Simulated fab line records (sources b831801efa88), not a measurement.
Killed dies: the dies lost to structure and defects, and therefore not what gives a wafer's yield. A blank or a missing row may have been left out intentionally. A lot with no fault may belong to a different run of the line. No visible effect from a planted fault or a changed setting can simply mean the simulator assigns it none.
Which tool did it? -- flow sky130 -- 11 lots with 31 wafers sampled at 6 steps, on a route of 708 steps

WHAT THE GAUGES SHOWED, per wafer
SKY_VIA1_OVL_MEAS_13. Usual: VIA1_OVL gives 0 nm (standard deviation 6).
lot,measured,on,VIA1_OVL (nm),flag
L638,day 33 12:17,overlay-02,-7 9 -2,
L642,day 35 06:17,overlay-02,8 0 3,
L644,day 36 03:45,overlay-01,-1 2 1,
L645,day 36 10:55,overlay-02,11 0 10,
L646,day 36 17:23,overlay-01,-1 -2 1,
L648,day 37 08:45,overlay-02,-6 -5,
L651,day 38 03:45,overlay-01,7 -2 6,
L652,day 38 06:04,overlay-02,-5 1,
L658,day 40 17:38,overlay-02,-9 -9 -9,
L660,day 41 01:01,overlay-01,4 0 -2,
L661,day 41 05:51,overlay-01,1 9 -14,

SKY_VIA2_RS_MEAS_22: measures by four-point-probe. Usual: VIA2_W_RS gives 0.272 ohm/sq (standard deviation 0.0043).
lot,measured,on,VIA2_W_RS (ohm/sq),flag
L638,day 35 21:34,film metro-01,0.274 0.272 0.275,
L642,day 37 13:08,film metro-01,0.278 0.278 0.275,
L644,day 38 11:30,film metro-03,0.274 0.276 0.268,
L645,day 38 17:35,film metro-03,0.270 0.269 0.264,
L646,day 38 23:40,film metro-01,0.265 0.272 0.272,
L648,day 39 16:11,film metro-03,0.274 0.409 0.274 0.409,OFF
L651,day 40 10:14,film metro-01,0.271 0.272 0.272,
L652,day 40 11:26,film metro-03,0.274 0.410 0.274 0.409,OFF
L658,day 42 21:37,film metro-03,0.268 0.275 0.271,
L660,day 43 06:11,film metro-04,0.272 0.270 0.272,
L661,day 43 08:26,film metro-03,0.273 0.262 0.263,

SKY_VIA2_THK_MEAS_23: measures by xrf. Usual: VIA2_W_THK gives 413 nm (standard deviation 7.2).
lot,measured,on,VIA2_W_THK (nm),flag
L638,day 35 21:41,film metro-01,408 410 405,
L642,day 37 13:15,film metro-01,403 404 408,
L644,day 38 11:37,film metro-03,412 416 421,
L645,day 38 17:41,film metro-03,418 419 429,
L646,day 38 23:47,film metro-01,429 416 415,
L648,day 39 19:52,film metro-03,413 278 409 277,OFF
L651,day 40 10:21,film metro-01,416 414 415,
L652,day 40 14:13,film metro-03,414 280 415 280,OFF
L658,day 42 21:44,film metro-03,417 408 411,
L660,day 43 06:18,film metro-04,411 417 414,
L661,day 43 08:32,film metro-03,415 433 429,

WHAT TOOL EACH LOT RAN ON (gives the tool, then ch and the chambers of the sampled wafers, and finally the start)
lot,SKY_METAL2_SPUTTER_00,SKY_METAL2_SPUTTER_02,SKY_VIA2_CVD_21
L638,"pvd sputter-02, day 33 13:40","pvd sputter-02, day 33 13:43","cvd w-02 ch 0,1, day 35 21:26"
L642,"pvd sputter-03, day 35 07:38","pvd sputter-03, day 35 07:41","cvd w-02 ch 0,1, day 37 13:00"
L644,"pvd sputter-01, day 36 05:06","pvd sputter-01, day 36 05:09","cvd w-01 ch 0,1, day 38 11:22"
L645,"pvd sputter-03, day 36 12:15","pvd sputter-03, day 36 12:18","cvd w-01 ch 0,1, day 38 17:26"
L646,"pvd sputter-02, day 36 18:44","pvd sputter-02, day 36 18:46","cvd w-01 ch 0,1, day 38 23:32"
L648,"pvd sputter-02, day 37 10:05","pvd sputter-02, day 37 10:08","cvd w-01 ch 0,1, day 39 16:02"
L651,"pvd sputter-02, day 38 05:16","pvd sputter-02, day 38 05:18","cvd w-02 ch 0, day 40 10:05"
L652,"pvd sputter-01, day 38 07:28","pvd sputter-01, day 38 07:31","cvd w-01 ch 0,1, day 40 11:17"
L658,"pvd sputter-02, day 40 19:13","pvd sputter-02, day 40 19:15","cvd w-02 ch 0,1, day 42 21:29"
L660,"pvd sputter-03, day 41 02:26","pvd sputter-03, day 41 02:29","cvd w-02 ch 0,1, day 43 06:02"
L661,"pvd sputter-03, day 41 07:16","pvd sputter-03, day 41 07:19","cvd w-01 ch 0,1, day 43 08:17"
- SKY_METAL2_SPUTTER_00: material Ti, target thk 15 nm, time 10 s.
- SKY_METAL2_SPUTTER_02: material AlCu, target thk 250 nm, time 13.3 s.
- SKY_VIA2_CVD_21: deposits W, target thk 420 nm, time 126.4 s.

AS READ BY THE TOOLS THEMSELVES (means over the sampled wafers that have a number; for cases with no such wafer, the mark the record gives instead)
SKY_METAL2_SPUTTER_00. Usual: throttle valve pct at 29.7 %, with a standard deviation of 0.97.
lot,tool,throttle valve pct (%),flag
L638,pvd sputter-02,29.4,
L642,pvd sputter-03,30.3,
L644,pvd sputter-01,29.5,
L645,pvd sputter-03,30.1,
L646,pvd sputter-02,29.6,
L648,pvd sputter-02,30.1,
L651,pvd sputter-02,29.1,
L652,pvd sputter-01,28.9,
L658,pvd sputter-02,29.3,
L660,pvd sputter-03,31.2,
L661,pvd sputter-03,30.0,

SKY_METAL2_SPUTTER_02. Usual: throttle valve pct at 29.7 %, with a standard deviation of 0.98.
lot,tool,throttle valve pct (%),flag
L638,pvd sputter-02,29.5,
L642,pvd sputter-03,30.1,
L644,pvd sputter-01,29.7,
L645,pvd sputter-03,30.0,
L646,pvd sputter-02,29.8,
L648,pvd sputter-02,30.2,
L651,pvd sputter-02,29.0,
L652,pvd sputter-01,28.7,
L658,pvd sputter-02,29.4,
L660,pvd sputter-03,31.1,
L661,pvd sputter-03,30.0,

SKY_VIA2_CVD_21. Usual: heater power w at 890 W, with a standard deviation of 68.
lot,tool,heater power w (W),flag
L638,cvd w-02,881,
L642,cvd w-02,891,
L644,cvd w-01,927,
L645,cvd w-01,929,
L646,cvd w-01,918,
L648,cvd w-01,924,
L651,cvd w-02,866,
L652,cvd w-01,938,
L658,cvd w-02,824,
L660,cvd w-02,792,
L661,cvd w-01,924,

THE ANSWER, worked out from the rows above alone
Rule: take the mean of a lot's wafers that have a number; if it is more than 3 standard deviations from the usual mean, the lot is off. Also off: a lot with no number at a reading for which 4 or more lots have one. Where the step has rows for the other lots, those lots are counted as sound. Order of review: gauges by route order, followed by the tools' own readings, for which a lot's mean as printed above is used. At the first step where some lot is off, the reading lying furthest off is the one used; lots without a number count as furthest.
Off: L648, L652, seen at SKY_VIA2_RS_MEAS_22 (VIA2_W_RS).
A tool fits if, at a process step before that reading, it ran every lot that is off, and no sound lot after the first of them. Those tools and the gauges at SKY_VIA2_RS_MEAS_22 are tried in the same way. No candidate that was tried fits.

WHAT THE SIMULATOR HAD PUT IN
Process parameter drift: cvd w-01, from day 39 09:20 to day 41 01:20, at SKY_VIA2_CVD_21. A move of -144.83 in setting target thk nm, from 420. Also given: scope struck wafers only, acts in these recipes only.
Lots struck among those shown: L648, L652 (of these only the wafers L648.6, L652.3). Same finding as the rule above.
